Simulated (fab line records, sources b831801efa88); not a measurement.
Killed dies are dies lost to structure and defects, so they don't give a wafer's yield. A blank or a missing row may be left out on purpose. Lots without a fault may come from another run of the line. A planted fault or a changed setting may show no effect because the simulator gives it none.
fab line records | flow sky130
record lots=5 wafers=15 last_day=50
route steps=708 shown RES_PROTECT@206 POLY_GATE@213 LDD_N@237
lots that met no fault: from a run of the same line without faults
start_h: hours from the record's first day to the start of the lot's first wafer shown | wait_h: hours since the lot's step before | " the same as in the row above | L1.1+2: a row that stands for several wafers | - no value, or no start given | * or withheld: withheld | < > ~ a bound
route shown NAME@n: a module of which the file shows steps, and the number in the route of the first | usual: mean/standard deviation of fault-free wafers | same: alike in all rows | chamber/n: place in a boat | sites: the reading at each site | _std_site: their standard deviation | _edge_site: outer sites' mean less inner sites' | radius_mm: how far each site lies from the wafer's centre | mask NAME#n: copy n | behind: the tool/chamber that last shaped the wafer | hold: why the lot was held/for how many hours/how that ended | device: the transistor (n, p or np) that didn't switch | end of line: the same wafers' tests at the end of the route | a step without rows: its recipe alone | killed: dies lost to structure and defects at the first sort, not the wafer's yield | map: a wafer's dies, x killed, . not, _ none there
set.NAME: the setting as run; set.NAME@STEP: as run at that earlier step | model.NAME: the simulator's own value behind a step, which no gauge read
lots at some steps of the route; a table a step, a row a wafer
services: from which hour (start_h, from the record's first day; less than 0 if before it) a tool's chamber was out of use, for how many hours, and why
## steps
# step SKY_RES_PROTECT_DEHYDRATE_00
# recipe temp_c=200 time_s=60
# columns lot.wafer tool chamber start_h wait_h
L076.1+3+4 litho_track-02 0 344.08 13.5
L082.3+4+6 litho_track-02 0 399.33 14.3
L089.3+5+6 litho_track-03 0 459.41 14.9
L093.3+4+6 litho_track-02 0 484.93 14.4
L096.2+5+6 litho_track-03 0 510.69 15.4
# step SKY_RES_PROTECT_HMDS_01
# recipe prime_time_s=60 prime_temp_c=120
# usual prime_temp_c=119.98/0.12
# columns lot.wafer tool chamber start_h wait_h prime_temp_c
L076.1 litho_track-02 0 344.23 0.1 120.27
L076.3 " 0 " " 120.13
L076.4 " 0 " " 120.22
L082.3 litho_track-02 0 399.48 0.1 120.27
L082.4 " 0 " " 120.09
L082.6 " 0 " " 120.13
L089.3 litho_track-03 0 459.56 0.1 120.00
L089.5 " 0 " " 119.93
L089.6 " 0 " " 119.71
L093.3 litho_track-02 0 485.08 0.1 120.11
L093.4 " 0 " " 120.07
L093.6 " 0 " " 119.90
L096.2 litho_track-03 0 510.84 0.1 120.18
L096.5 " 0 " " 120.20
L096.6 " 0 " " 119.88
# step SKY_RES_PROTECT_COAT_02
# recipe resist=NOVOLAK spin_rpm=3000 resist_thk_nm=1140
# columns lot.wafer tool chamber start_h wait_h
L076.1+3+4 litho_track-02 0 344.38 0.1
L082.3+4+6 litho_track-02 0 399.63 0.1
L089.3+5+6 litho_track-03 0 459.71 0.1
L093.3+4+6 litho_track-02 0 485.23 0.1
L096.2+5+6 litho_track-03 0 510.99 0.1
# step SKY_RES_PROTECT_SOFTBAKE_03
# recipe temp_c=90 time_s=60 resist=NOVOLAK
# columns lot.wafer tool chamber start_h wait_h
L076.1+3+4 litho_track-02 0 344.53 0.1
L082.3+4+6 litho_track-02 0 399.78 0.1
L089.3+5+6 litho_track-03 0 459.86 0.1
L093.3+4+6 litho_track-02 0 485.38 0.1
L096.2+5+6 litho_track-03 0 511.14 0.1
# step SKY_RES_PROTECT_EXPOSE_04
# recipe mask_id=RPM na=0.6 source_shape=conventional sigma_outer=0.6 polarization=unpolarized target_cd_nm=1270 dose_mj=131
# usual stage_vel_mm_s=499.99/0.24
# columns lot.wafer tool chamber start_h wait_h mask stage_vel_mm_s
L076.1 iline_stepper-02 0 - - RPM#0 499.46
L076.3 " 0 " " RPM#0 499.73
L076.4 " 0 " " RPM#0 499.63
L082.3 iline_stepper-02 0 - - RPM#0 499.58
L082.4 " 0 " " RPM#0 500.16
L082.6 " 0 " " RPM#0 499.88
L089.3 iline_stepper-01 0 - - RPM#0 500.05
L089.5 " 0 " " RPM#0 500.55
L089.6 " 0 " " RPM#0 499.95
L093.3 iline_stepper-02 0 - - RPM#0 499.42
L093.4 " 0 " " RPM#0 499.87
L093.6 " 0 " " RPM#0 499.77
L096.2 iline_stepper-01 0 - - RPM#0 500.16
L096.5 " 0 " " RPM#0 500.01
L096.6 " 0 " " RPM#0 500.11
# step SKY_RES_PROTECT_PEB_05
# recipe temp_c=withheld time_s=* resist=NOVOLAK
# columns lot.wafer tool chamber start_h wait_h
L076.1+3+4 litho_track-02 0 - -
L082.3+4+6 litho_track-04 0 - -
L089.3+5+6 litho_track-02 0 - -
L093.3+4+6 litho_track-03 0 - -
L096.2+5+6 litho_track-03 0 - -
# step SKY_RES_PROTECT_DEVELOP_06
# recipe resist=NOVOLAK developer=TMAH develop_time_s=60 dev_temp_c=23
# same develop_time_s=60
# columns lot.wafer tool chamber start_h wait_h
L076.1+3+4 litho_track-02 0 357.43 0.1
L082.3+4+6 litho_track-04 0 415.43 0.1
L089.3+5+6 litho_track-02 0 475.08 0.1
L093.3+4+6 litho_track-03 0 500.26 0.1
L096.2+5+6 litho_track-03 0 525.59 0.1
# step SKY_POLY_GATE_IMPLANT_02
# recipe species=P energy_kev=30 dose_cm2=7.7e+15 tilt_deg=0
# usual end_station_pressure_torr=1.08e-05/6.6e-07
# columns lot.wafer tool chamber start_h wait_h end_station_pressure_torr
L076.1 implanter-04 0 357.58 0.1 1.11e-05
L076.3 " 0 " " 1.15e-05
L076.4 " 0 " " 1.09e-05
L082.3 implanter-04 0 415.58 0.1 1.1e-05
L082.4 " 0 " " 1.06e-05
L082.6 " 0 " " 1.06e-05
L089.3 implanter-02 0 475.23 0.1 1.16e-05
L089.5 " 0 " " 1.12e-05
L089.6 " 0 " " 1.12e-05
L093.3 implanter-04 0 500.41 0.1 1.18e-05
L093.4 " 0 " " 1.14e-05
L093.6 " 0 " " 1.1e-05
L096.2 implanter-04 0 525.74 0.1 1.11e-05
L096.5 " 0 " " 1.02e-05
L096.6 " 0 " " 1.06e-05
# step SKY_RES_PROTECT_STRIP_07
# recipe chemistry=O2/N2 power_w=1400 pressure_mtorr=1500 platen_temp_c=withheld o2_flow_sccm=3000 n2_flow_sccm=300 overash_fraction=0.5
# usual drypump_motor_current_A=5.6/0.62 oes_product_au=0.518/0.0046 strip_time_to_endpoint_s=23.31/0.041
# columns lot.wafer tool chamber start_h wait_h drypump_motor_current_A oes_product_au rf_hours_counter_h strip_time_to_endpoint_s
L076.1 plasma_asher-03 0 357.73 0.1 5.9 0.519 55 23.35
L076.3 " 0 " " 5.8 0.511 - 23.36
L076.4 " 1 " " 5.3 0.529 - 23.34
L082.3 plasma_asher-03 1 415.71 0.1 5.3 0.515 - 23.29
L082.4 " 0 " " 5.8 0.524 - 23.31
L082.6 " 0 " " 5.8 0.518 - 23.28
L089.3 plasma_asher-03 1 475.38 0.1 5.3 0.519 - 23.41
L089.5 " 0 " " 5.8 0.517 - 23.33
L089.6 " 1 " " 5.3 0.517 - 23.38
L093.3 plasma_asher-03 0 500.55 0.1 5.8 0.516 - 23.26
L093.4 " 1 " " 5.3 0.514 - 23.30
L093.6 " 1 " " 5.3 0.518 - 23.27
L096.2 plasma_asher-04 1 525.86 0.1 4.7 0.519 84 23.32
L096.5 " 0 " " 6.5 0.519 - 23.32
L096.6 " 1 " " 4.7 0.518 - 23.30
# step SKY_RES_PROTECT_TW_MEAS_08
# usual POLY_GATE_TW=4086/34
# columns lot.wafer tool chamber start_h wait_h POLY_GATE_TW
L076.1 film_metro-03 - 357.83 0.1 4053
L076.3 " - " " 4063
L076.4 " - " " 4047
L082.3 film_metro-03 - 415.80 0.1 4045
L082.4 " - " " 4047
L082.6 " - " " 4028
L089.3 film_metro-04 - 475.47 0.1 4123
L089.5 " - " " 4096
L089.6 " - " " 4158
L093.3 film_metro-03 - 500.63 0.1 4058
L093.4 " - " " 4082
L093.6 " - " " 4082
L096.2 film_metro-04 - 525.97 0.1 4099
L096.5 " - " " 4115
L096.6 " - " " 4103
# step SKY_RES_PROTECT_CLEAN_09
# recipe chemistry=SC1/SC2 mix=1:4:20 temp_c=70 time_s=150 dry=n2_spin
# columns lot.wafer tool chamber start_h wait_h
L076.1+3+4 wet_bench-02 1 357.89 0.1
L082.3+4+6 wet_bench-04 0 415.84 0.0
L089.3+5+6 wet_bench-04 0 475.51 0.0
L093.3+4+6 wet_bench-03 3 500.67 0.0
L096.2+5+6 wet_bench-03 0 526.02 0.0
# step SKY_POLY_GATE_CVD_03
# recipe material=Si3N4 precursor=DCS/NH3 target_thk_nm=75 temp_c=770 time_s=1290 pressure_mtorr=250
# usual zone_power_upper_pct=14.2/1.4
# columns lot.wafer tool chamber start_h wait_h zone_power_upper_pct
L076.1 lpcvd-02 1 358.65 0.6 13.0
L076.3 " 1 " " 12.8
L076.4 " 1 " " 12.9
L082.3 lpcvd-02 1 423.25 7.4 12.9
L082.4 " 1 " " 13.0
L082.6 " 1 " " 13.1
L089.3 lpcvd-02 1 475.56 0.0 13.1
L089.5 " 1 " " 12.8
L089.6 " 1 " " 12.9
L093.3 lpcvd-02 1 500.72 0.0 12.8
L093.4 " 1 " " 12.9
L093.6 " 1 " " 12.9
L096.2 lpcvd-02 0 527.08 1.0 15.7
L096.5 " 0 " " 15.5
L096.6 " 0 " " 15.8
# step SKY_POLY_GATE_THK_MEAS_04
# recipe reads=Si3N4_of_POLY_GATE_CVD_03
# usual POLY_GATE_CVD_03_THK=75.2/0.65
# columns lot.wafer tool chamber start_h wait_h POLY_GATE_CVD_03_THK[nm]
L076.1 film_metro-03 - 360.01 0.0 75.3
L076.3 " - " " 75.4
L076.4 " - " " 75.6
L082.3 film_metro-04 - 424.62 0.0 75.0
L082.4 " - " " 75.0
L082.6 " - " " 74.8
L089.3 film_metro-03 - 476.94 0.0 74.2
L089.5 " - " " 74.4
L089.6 " - " " 74.6
L093.3 film_metro-04 - 502.10 0.0 75.0
L093.4 " - " " 75.3
L093.6 " - " " 75.1
L096.2 film_metro-04 - 528.44 0.0 75.0
L096.5 " - " " 74.9
L096.6 " - " " 75.5
# step SKY_POLY_GATE_DEHYDRATE_05
# recipe temp_c=200 time_s=60
# columns lot.wafer tool chamber start_h wait_h
L076.1+3+4 litho_track-01 0 373.08 13.1
L082.3+4+6 litho_track-04 0 437.83 13.2
L089.3+5+6 litho_track-03 0 491.81 14.9
L093.3+4+6 litho_track-03 0 517.16 15.1
L096.2+5+6 litho_track-01 0 543.40 14.9
# step SKY_POLY_GATE_HMDS_06
# recipe prime_time_s=60 prime_temp_c=120
# usual prime_temp_c=119.98/0.13
# columns lot.wafer tool chamber start_h wait_h prime_temp_c
L076.1 litho_track-01 0 373.23 0.1 119.98
L076.3 " 0 " " 119.98
L076.4 " 0 " " 120.17
L082.3 litho_track-04 0 437.98 0.1 120.12
L082.4 " 0 " " 120.11
L082.6 " 0 " " 120.06
L089.3 litho_track-03 0 491.96 0.1 120.03
L089.5 " 0 " " 120.06
L089.6 " 0 " " 119.96
L093.3 litho_track-03 0 517.31 0.1 119.94
L093.4 " 0 " " 120.02
L093.6 " 0 " " 119.99
L096.2 litho_track-01 0 543.55 0.1 119.79
L096.5 " 0 " " 119.89
L096.6 " 0 " " 119.93
# step SKY_POLY_GATE_COAT_07
# recipe resist=BARC temp_c=withheld time_s=withheld spin_rpm=3000 resist_thk_nm=110
# columns lot.wafer tool chamber start_h wait_h
L076.1+3+4 litho_track-01 0 373.38 0.1
L082.3+4+6 litho_track-04 0 438.13 0.1
L089.3+5+6 litho_track-03 0 492.11 0.1
L093.3+4+6 litho_track-03 0 517.46 0.1
L096.2+5+6 litho_track-01 0 543.70 0.1
# step SKY_POLY_GATE_COAT_08
# recipe resist=KrF-thick spin_rpm=3000 resist_thk_nm=450
# columns lot.wafer tool chamber start_h wait_h
L076.1+3+4 litho_track-01 0 - -
L082.3+4+6 litho_track-04 0 - -
L089.3+5+6 litho_track-03 0 - -
L093.3+4+6 litho_track-03 0 - -
L096.2+5+6 litho_track-01 0 - -
# step SKY_POLY_GATE_SOFTBAKE_09
# recipe temp_c=100 time_s=90 resist=KrF-thick
# columns lot.wafer tool chamber start_h wait_h
L076.1+3+4 litho_track-01 0 - -
L082.3+4+6 litho_track-04 0 - -
L089.3+5+6 litho_track-03 0 - -
L093.3+4+6 litho_track-03 0 - -
L096.2+5+6 litho_track-01 0 - -
# step SKY_POLY_GATE_EXPOSE_10
# recipe mask_id=P1M na=0.68 source_shape=conventional sigma_outer=0.6 target_cd_nm=150 dose_mj=28
# usual stage_vel_mm_s=499.97/0.3
# columns lot.wafer tool chamber start_h wait_h mask stage_vel_mm_s
L076.1 krf_scanner-02 0 - - P1M#0 500.14
L076.3 " 0 " " P1M#0 499.95
L076.4 " 0 " " P1M#0 500.32
L082.3 krf_scanner-01 0 - - P1M#0 499.93
L082.4 " 0 " " P1M#0 499.70
L082.6 " 0 " " P1M#0 499.85
L089.3 krf_scanner-01 0 - - P1M#0 499.46
L089.5 " 0 " " P1M#0 499.90
L089.6 " 0 " " P1M#0 499.74
L093.3 krf_scanner-01 0 - - P1M#0 499.91
L093.4 " 0 " " P1M#0 499.76
L093.6 " 0 " " P1M#0 499.76
L096.2 krf_scanner-01 0 - - P1M#0 500.25
L096.5 " 0 " " P1M#0 500.30
L096.6 " 0 " " P1M#0 500.40
# step SKY_POLY_GATE_PEB_11
# recipe peb_temp_c=withheld peb_time_s=withheld resist=KrF-thick
# columns lot.wafer tool chamber start_h wait_h
L076.1+3+4 litho_track-01 0 - -
L082.3+4+6 litho_track-03 0 - -
L089.3+5+6 litho_track-04 0 - -
L093.3+4+6 litho_track-04 0 - -
L096.2+5+6 litho_track-01 0 - -
# step SKY_POLY_GATE_DEVELOP_12
# recipe develop_time_s=60 resist=KrF-thick dev_temp_c=21
# same develop_time_s=60
# columns lot.wafer tool chamber start_h wait_h
L076.1+3+4 litho_track-01 0 - -
L082.3+4+6 litho_track-03 0 - -
L089.3+5+6 litho_track-04 0 - -
L093.3+4+6 litho_track-04 0 - -
L096.2+5+6 litho_track-01 0 - -
# step SKY_POLY_GATE_CD_MEAS_13
# recipe target_cd_nm=150
# usual cd_nm=149.8/1.5
# columns lot.wafer tool chamber start_h wait_h cd_nm
L076.1 cd_sem-01 - 388.43 - 147.3
L076.3 " - " " 148.8
L076.4 " - " " 147.4
L082.3 cd_sem-01 - 454.30 - 150.6
L082.4 " - " " 150.6
L082.6 " - " " 149.8
L089.3 cd_sem-01 - 507.96 - 150.6
L089.5 " - " " 150.1
L089.6 " - " " 150.0
L093.3 cd_sem-02 - 532.61 - 151.2
L093.4 " - " " 151.8
L093.6 " - " " 149.9
L096.2 cd_sem-01 - 558.45 - 149.0
L096.5 " - " " 147.5
L096.6 " - " " 146.9
# step SKY_POLY_GATE_OVL_MEAS_14
# usual POLY_GATE_OVL=-1/5.7
# columns lot.wafer tool chamber start_h wait_h POLY_GATE_OVL[nm]
L076.1 overlay-02 - 388.55 0.1 -4
L076.3 " - " " 7
L076.4 " - " " -1
L082.3 overlay-01 - 454.40 0.1 5
L082.4 " - " " -4
L082.6 " - " " 5
L089.3 overlay-01 - 508.06 0.1 0
L089.5 " - " " -2
L089.6 " - " " -9
L093.3 overlay-02 - 532.71 0.1 -4
L093.4 " - " " -9
L093.6 " - " " -11
L096.2 overlay-01 - 558.55 0.1 -1
L096.5 " - " " -2
L096.6 " - " " 3
# step SKY_POLY_GATE_ETCH_15
# recipe chemistry=N2/H2 target=BARC ion_energy_ev=200 source_w=500 bias_w=100 pressure_mtorr=30 n2_flow_sccm=100 h2_flow_sccm=200 stop_on=SiO2 time_s=118.5 target_depth_a=1100
# usual bias_w=99.99/0.28 drypump_motor_current_A=5.8/0.4 oes_product_au=0.716/0.0043 throttle_valve_pct=13.213/0.0082
# columns lot.wafer tool chamber start_h wait_h bias_w drypump_motor_current_A oes_product_au rf_hours_counter_h throttle_valve_pct
L076.1 rie_diel-02 1 388.58 0.0 100.12 5.7 0.714 11 13.210
L076.3 " 2 " " 100.25 5.8 0.722 71 13.197
L076.4 " 3 " " 100.09 6.0 0.715 61 13.218
L082.3 rie_diel-04 2 454.42 0.0 99.72 6.0 0.713 50 13.218
L082.4 " 0 " " 99.95 5.3 0.714 15 13.214
L082.6 " 3 " " 99.83 5.0 0.716 - 13.215
L089.3 rie_diel-04 3 508.08 0.0 99.73 5.0 0.717 8 13.208
L089.5 " 0 " " 100.26 5.3 0.719 - 13.211
L089.6 " 3 " " 99.95 5.0 0.711 - 13.220
L093.3 rie_diel-04 3 532.73 0.0 99.95 5.0 0.716 9 13.207
L093.4 " 2 " " 100.18 6.0 0.709 51 13.212
L093.6 " 1 " " 99.90 5.6 0.716 - 13.205
L096.2 rie_diel-03 3 558.58 0.0 99.76 6.0 0.724 43 13.225
L096.5 " 2 " " 99.59 6.2 0.711 - 13.215
L096.6 " 3 " " 99.84 6.0 0.717 - 13.220
# step SKY_POLY_GATE_ETCH_16
# recipe stop_on=poly-Si chemistry=CH3F/O2 target=Si3N4 source_w=400 bias_w=80 pressure_mtorr=25 ch3f_flow_sccm=40 O2_flow_sccm=30 time_s=147.5 target_depth_a=750
# usual bias_w=79.98/0.25 drypump_motor_current_A=5.8/0.4 oes_product_au=0.642/0.0053 throttle_valve_pct=10.536/0.0085
# columns lot.wafer tool chamber start_h wait_h bias_w drypump_motor_current_A oes_product_au rf_hours_counter_h throttle_valve_pct
L076.1 rie_diel-02 1 388.67 0.0 80.03 5.7 0.642 12 10.533
L076.3 " 2 " " 80.04 5.8 0.634 72 10.543
L076.4 " 3 " " 80.18 6.0 0.648 61 10.537
L082.3 rie_diel-04 2 454.50 0.0 80.16 6.0 0.636 50 10.548
L082.4 " 0 " " 80.36 5.3 0.640 15 10.536
L082.6 " 3 " " 80.15 5.0 0.638 - 10.545
L089.3 rie_diel-04 3 508.16 0.0 80.06 5.0 0.639 8 10.530
L089.5 " 0 " " 79.99 5.3 0.639 - 10.537
L089.6 " 3 " " 79.81 5.0 0.633 - 10.526
L093.3 rie_diel-04 3 532.81 0.0 80.13 5.0 0.636 9 10.540
L093.4 " 2 " " 80.26 5.9 0.644 51 10.523
L093.6 " 1 " " 80.09 5.6 0.637 - 10.533
L096.2 rie_diel-03 3 558.67 0.0 79.84 6.0 0.642 43 10.531
L096.5 " 2 " " 79.96 6.2 0.635 - 10.527
L096.6 " 3 " " 80.02 5.9 0.644 - 10.532
# step SKY_POLY_GATE_ETCH_17
# recipe target_depth_nm=180 stop_on=SiO2 over_etch_frac=0.56667 chemistry=HBr/Cl2 target=poly-Si icp_w=400 bias_w=100 pressure_mtorr=10 HBr_flow_sccm=150 Cl2_flow_sccm=50 time_s=70.5
# usual bias_w=99.98/0.3 drypump_motor_current_A=6.0/0.53 oes_product_au=0.985/0.0098 throttle_valve_pct=33.684/0.009
# columns lot.wafer tool chamber start_h wait_h bias_w drypump_motor_current_A oes_product_au rf_hours_counter_h throttle_valve_pct
L076.1 rie_si-02 1 388.77 0.0 99.66 6.0 0.997 5 33.683
L076.3 " 0 " " 100.09 6.5 0.966 80 33.692
L076.4 " 0 " " 99.75 6.4 0.968 - 33.694
L082.3 rie_si-02 1 454.60 0.0 100.18 6.0 0.985 6 33.673
L082.4 " 3 " " 99.50 5.5 0.983 - 33.679
L082.6 " 1 " " 99.74 6.0 0.990 - 33.687
L089.3 rie_si-02 2 508.26 0.0 99.93 5.4 0.984 0 33.688
L089.5 " 1 " " 99.77 6.0 0.985 - 33.688
L089.6 " 0 " " 99.78 6.4 0.983 - 33.688
L093.3 rie_si-02 0 532.91 0.0 99.94 6.5 0.980 1 33.686
L093.4 " 3 " " 99.75 5.4 0.978 1 33.700
L093.6 " 3 " " 100.07 5.5 0.986 - 33.683
L096.2 rie_si-01 2 558.77 0.0 100.55 5.4 0.997 1 33.691
L096.5 " 2 " " 100.02 5.4 0.994 - 33.679
L096.6 " 3 " " 100.43 5.7 0.995 - 33.687
# step SKY_POLY_GATE_STRIP_18
# recipe chemistry=O2/N2 power_w=1400 pressure_mtorr=1500 platen_temp_c=withheld o2_flow_sccm=3000 n2_flow_sccm=300 overash_fraction=0.5
# usual drypump_motor_current_A=5.6/0.52 oes_product_au=0.361/0.0054 strip_time_to_endpoint_s=3.17/0.058
# columns lot.wafer tool chamber start_h wait_h drypump_motor_current_A oes_product_au rf_hours_counter_h strip_time_to_endpoint_s
L076.1 plasma_asher-03 0 388.82 0.0 5.8 0.371 59 3.22
L076.3 " 0 " " 5.8 0.354 - 3.16
L076.4 " 1 " " 5.3 0.367 - 3.23
L082.3 plasma_asher-03 0 454.69 0.1 5.8 0.353 - 3.10
L082.4 " 1 " " 5.3 0.365 - 3.22
L082.6 " 0 " " 5.8 0.361 - 3.11
L089.3 plasma_asher-03 0 508.35 0.1 5.8 0.351 - 3.10
L089.5 " 0 " " 5.8 0.355 - 3.20
L089.6 " 1 " " 5.3 0.365 - 3.11
L093.3 plasma_asher-03 0 533.00 0.1 5.8 0.359 - 3.12
L093.4 " 1 " " 5.3 0.362 - 3.09
L093.6 " 1 " " 5.3 0.353 - 3.21
L096.2 plasma_asher-02 1 558.82 0.0 5.2 0.362 11 3.18
L096.5 " 0 " " 6.2 0.358 - 3.25
L096.6 " 1 " " 5.2 0.372 - 3.15
# step SKY_POLY_GATE_CLEAN_19
# recipe chemistry=SC1/SC2 mix=1:4:20 temp_c=70 time_s=150 dry=n2_spin
# columns lot.wafer tool chamber start_h wait_h
L076.1+3+4 wet_bench-03 3 388.92 0.1
L082.3+4+6 wet_bench-03 0 454.76 0.0
L089.3+5+6 wet_bench-01 0 508.42 0.0
L093.3+4+6 wet_bench-02 2 533.07 0.0
L096.2+5+6 wet_bench-02 1 558.92 0.1
# step SKY_POLY_GATE_OXIDATION_20
# recipe temp_c=850 ambient=O2 stabilise_s=600 purge_s=300 target_thk_a=40 ox_time_s=899
# usual tube_center_temp_C=850/0.082 zone_power_upper_pct=16.0/0.82
# columns lot.wafer tool chamber start_h wait_h tube_center_temp_C zone_power_upper_pct
L076.1 furnace-01 0 389.92 0.9 850.05 15.5
L076.3 " 0 " " 849.94 15.3
L076.4 " 0 " " 850.03 15.0
L082.3 furnace-01 0 454.82 0.0 850.05 15.4
L082.4 " 0 " " 849.96 15.3
L082.6 " 0 " " 850.05 15.3
L089.3 furnace-01 0 508.47 0.0 849.93 15.3
L089.5 " 0 " " 849.95 15.2
L089.6 " 0 " " 850.2 15.1
L093.3 furnace-02 0 533.12 0.0 849.98 17.0
L093.4 " 0 " " 849.86 16.9
L093.6 " 0 " " 850.03 17.0
L096.2 furnace-01 0 558.98 0.0 849.99 15.3
L096.5 " 0 " " 849.88 15.1
L096.6 " 0 " " 849.97 14.9
# step SKY_POLY_GATE_THK_MEAS_21
# recipe reads=SiO2_of_POLY_GATE_OXIDATION_20
# usual POLY_GATE_OXIDATION_THK=4.01/0.066
# columns lot.wafer tool chamber start_h wait_h POLY_GATE_OXIDATION_THK[nm]
L076.1 film_metro-01 - 391.17 0.0 4.07
L076.3 " - " " 4.08
L076.4 " - " " 4.15
L082.3 film_metro-04 - 456.09 0.0 3.92
L082.4 " - " " 3.94
L082.6 " - " " 3.95
L089.3 film_metro-04 - 509.74 0.0 3.97
L089.5 " - " " 3.93
L089.6 " - " " 4.02
L093.3 film_metro-01 - 534.39 0.0 3.93
L093.4 " - " " 4.01
L093.6 " - " " 3.96
L096.2 film_metro-04 - 560.24 0.0 4.00
L096.5 " - " " 4.02
L096.6 " - " " 3.94
# step SKY_POLY_GATE_CD_MEAS_22
# usual cd_nm=150/3.1
# columns lot.wafer tool chamber start_h wait_h cd_nm
L076.1 cd_sem-01 - 391.23 0.1 151
L076.3 " - " " 152
L076.4 " - " " 151
L082.3 cd_sem-01 - 456.19 0.1 153
L082.4 " - " " 155
L082.6 " - " " 154
L089.3 cd_sem-02 - 509.85 0.1 149
L089.5 " - " " 151
L089.6 " - " " 152
L093.3 cd_sem-02 - 534.48 0.1 152
L093.4 " - " " 153
L093.6 " - " " 152
L096.2 cd_sem-01 - 560.31 0.1 148
L096.5 " - " " 142
L096.6 " - " " 146
# step SKY_LDD_N_DEHYDRATE_00
# recipe temp_c=200 time_s=60
# columns lot.wafer tool chamber start_h wait_h
L076.1+3+4 litho_track-01 0 405.63 14.4
L082.3+4+6 litho_track-04 0 470.47 14.3
L089.3+5+6 litho_track-01 0 524.43 14.5
L093.3+4+6 litho_track-01 0 548.78 14.3
L096.2+5+6 litho_track-02 0 574.75 14.4
# step SKY_LDD_N_HMDS_01
# recipe prime_time_s=60 prime_temp_c=120
# usual prime_temp_c=119.97/0.12
# columns lot.wafer tool chamber start_h wait_h prime_temp_c
L076.1 litho_track-01 0 405.78 0.1 120.21
L076.3 " 0 " " 120.04
L076.4 " 0 " " 119.91
L082.3 litho_track-04 0 470.62 0.1 119.96
L082.4 " 0 " " 120.13
L082.6 " 0 " " 120.16
L089.3 litho_track-01 0 524.58 0.1 119.99
L089.5 " 0 " " 119.85
L089.6 " 0 " " 119.98
L093.3 litho_track-01 0 548.93 0.1 119.84
L093.4 " 0 " " 119.87
L093.6 " 0 " " 119.89
L096.2 litho_track-02 0 574.90 0.1 120.13
L096.5 " 0 " " 120.03
L096.6 " 0 " " 119.93
# step SKY_LDD_N_COAT_02
# recipe resist=NOVOLAK spin_rpm=3000 resist_thk_nm=300
# columns lot.wafer tool chamber start_h wait_h
L076.1+3+4 litho_track-01 0 405.93 0.1
L082.3+4+6 litho_track-04 0 470.77 0.1
L089.3+5+6 litho_track-01 0 524.73 0.1
L093.3+4+6 litho_track-01 0 549.08 0.1
L096.2+5+6 litho_track-02 0 575.05 0.1
# step SKY_LDD_N_SOFTBAKE_03
# recipe temp_c=90 time_s=60 resist=NOVOLAK
# columns lot.wafer tool chamber start_h wait_h
L076.1+3+4 litho_track-01 0 406.08 0.1
L082.3+4+6 litho_track-04 0 470.92 0.1
L089.3+5+6 litho_track-01 0 524.88 0.1
L093.3+4+6 litho_track-01 0 549.23 0.1
L096.2+5+6 litho_track-02 0 575.20 0.1
# step SKY_LDD_N_EXPOSE_04
# recipe mask_id=NTM target_cd_nm=840 na=0.6 source_shape=conventional sigma_outer=0.6 dose_mj=110
# usual stage_vel_mm_s=500.03/0.25
# columns lot.wafer tool chamber start_h wait_h mask stage_vel_mm_s
L076.1 iline_stepper-01 0 - - NTM#0 499.60
L076.3 " 0 " " NTM#0 499.70
L076.4 " 0 " " NTM#0 499.44
L082.3 iline_stepper-02 0 - - NTM#0 499.77
L082.4 " 0 " " NTM#0 499.74
L082.6 " 0 " " NTM#0 499.81
L089.3 iline_stepper-02 0 - - NTM#0 500.29
L089.5 " 0 " " NTM#0 500.11
L089.6 " 0 " " NTM#0 499.99
L093.3 iline_stepper-02 0 - - NTM#0 499.84
L093.4 " 0 " " NTM#0 500.26
L093.6 " 0 " " NTM#0 500.08
L096.2 iline_stepper-01 0 - - NTM#0 499.83
L096.5 " 0 " " NTM#0 499.71
L096.6 " 0 " " NTM#0 499.95
## services
# columns tool chamber start_h hours kind
implanter-04 - 322.97 2.2 repair
krf_scanner-01 - 329.46 63.2 repair
implanter-04 - 331.06 3.2 repair
iline_stepper-02 - 348.24 3.3 repair
implanter-04 - 354.19 0.6 repair
rie_diel-04 - 376.47 2.8 pm
rie_diel-04 1 381.81 2.4 repair
iline_stepper-01 - 383.92 0.8 pm
rie_diel-04 2 385.24 6.4 repair
krf_scanner-01 - 392.69 1.0 pm
furnace-01 - 405.94 16.4 repair
implanter-04 - 411.85 1.8 repair
lpcvd-02 - 417.25 6.0 pm
rie_si-02 2 425.37 2.4 repair
iline_stepper-01 - 437.56 1.7 pm
implanter-04 - 438.89 1.1 repair
furnace-01 - 439.47 4.3 pm
rie_diel-04 0 444.35 9.4 repair
rie_diel-04 3 464.42 6.6 repair
iline_stepper-02 - 482.81 1.7 pm
rie_diel-04 2 523.94 4.6 repair
iline_stepper-02 - 535.98 2.2 repair
plasma_asher-03 - 547.75 0.9 repair
rie_diel-04 3 569.99 2.5 repair
## key
fault none
